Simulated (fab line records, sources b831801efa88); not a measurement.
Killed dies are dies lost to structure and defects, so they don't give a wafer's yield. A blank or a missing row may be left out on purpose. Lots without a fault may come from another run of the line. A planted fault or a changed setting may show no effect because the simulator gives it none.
Which tool did it? | flow gf180mcu | 6 lots, 18 wafers sampled, at 2 steps of a route of 602

WHAT THE GAUGES READ, wafer by wafer
GF_HV_LDD_TW_MEAS_38.
lot  | measured     | on            | HV_LDD_3_TW
L645 | day 13 04:59 | film_metro-02 | 1439 1438 1437
L648 | day 14 02:37 | film_metro-04 | 1433 1429 1434
L650 | day 15 00:01 | film_metro-04 | 1325 1327 1331
L655 | day 16 08:47 | film_metro-02 | 1326 1320 1317
L658 | day 17 08:16 | film_metro-04 | 1430 1425 1424
L661 | day 18 12:04 | film_metro-03 | 1412 1419 1413

WHICH TOOL RAN EACH LOT (tool, then ch and the chambers of the sampled wafers, then the start)
lot  | GF_HV_LDD_IMPLANT_34
L645 | implanter-03 ch 0, day 13 04:28
L648 | implanter-04 ch 0, day 14 02:05
L650 | implanter-03 ch 0, day 14 23:29
L655 | implanter-03 ch 0, day 16 08:14
L658 | implanter-04 ch 0, day 17 07:43
L661 | implanter-04 ch 0, day 18 11:31
- GF_HV_LDD_IMPLANT_34

THE ANSWER, worked out from the rows above alone
Rule: what is usual is taken from the lots themselves. Put in order of their means at a reading, lots are off if they are a third of the lots or fewer, leave a main group of 4 or more, and stand apart from it by a gap of 3 or more times the standard deviation of the main group's means; of several such gaps the widest counts. A main group whose means are all the same, to the digits that the tables above print for the reading, isn't used. A lot without any number at a reading at which 4 lots or more have one is off too. The other lots that the step has rows for count as sound.
Off: L650, L655, at GF_HV_LDD_TW_MEAS_38 (HV_LDD_3_TW). The main group: mean 1428, standard deviation 8.6.
A tool fits if, at a process step before that reading, it ran every lot that is off, and no sound lot after the first of them. The gauges at GF_HV_LDD_TW_MEAS_38 are tried like those tools. One fits: implanter-03 at GF_HV_LDD_IMPLANT_34. Its last sound lot is L645 (day 13 04:28), its first lot that is off L650 (day 14 23:29): a fault that began between those two fits.

WHAT THE SIMULATOR HAD PUT IN
Process parameter drift: implanter-03, from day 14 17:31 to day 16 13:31, at GF_HV_LDD_IMPLANT_34. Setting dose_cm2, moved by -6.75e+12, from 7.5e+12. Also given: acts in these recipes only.
Lots struck among those shown: L650, L655. The rule above found the same.
